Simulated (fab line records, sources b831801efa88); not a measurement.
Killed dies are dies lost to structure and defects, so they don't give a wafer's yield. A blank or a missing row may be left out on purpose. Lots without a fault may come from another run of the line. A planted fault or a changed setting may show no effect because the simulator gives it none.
Which tool did it? | flow gf180mcu | 12 lots, 36 wafers sampled, at 1 step of a route of 602

WHAT THE GAUGES READ, wafer by wafer
GF_V4_BOW_MEAS_05. Usual: V4_BOW 135 um, standard deviation 9.2.
lot  | measured     | on            | V4_BOW (um) | flag
L290 | day 24 01:31 | film_metro-01 | 126 133 137 |
L293 | day 25 00:19 | film_metro-04 | 128 124 128 |
L294 | day 25 17:52 | film_metro-02 | 139 142 138 |
L295 | day 25 21:20 | film_metro-01 | 136 135 134 |
L297 | day 26 16:40 | film_metro-02 | 131 121 131 |
L298 | day 26 17:22 | film_metro-02 | 132 125 123 |
L300 | day 27 00:42 | film_metro-01 | 116 135 124 |
L301 | day 27 20:27 | film_metro-04 | 121 124 113 |
L303 | day 28 10:38 | film_metro-04 | 142 139 129 |
L302 | day 28 11:11 | film_metro-02 | 124 121 123 |
L306 | day 29 04:04 | film_metro-02 | 143 147 130 |
L307 | day 29 10:14 | film_metro-04 | 126 142 127 |

WHICH TOOL RAN EACH LOT (tool, then ch and the chambers of the sampled wafers, then the start)
The record holds no process step before these readings.

WHAT THE TOOLS THEMSELVES READ (means of the sampled wafers that have a number; where no wafer has one, the mark that the record gives instead)
The record holds no such reading with a usual standard deviation.

THE ANSWER, worked out from the rows above alone
Rule: a lot is off if the mean of its wafers that have a number lies more than 3 standard deviations from the usual mean. A lot without any number at a reading at which 4 lots or more have one is off too. The other lots that the step has rows for count as sound. The gauges are gone through in route order, then the tools' own readings, and for those a lot's mean is taken as printed above. The first step at which some lot is off is used, and at that step the reading that is off furthest; a lot without a number counts as furthest.
No lot is off at any reading shown: from this, nothing can be told.

WHAT THE SIMULATOR HAD PUT IN
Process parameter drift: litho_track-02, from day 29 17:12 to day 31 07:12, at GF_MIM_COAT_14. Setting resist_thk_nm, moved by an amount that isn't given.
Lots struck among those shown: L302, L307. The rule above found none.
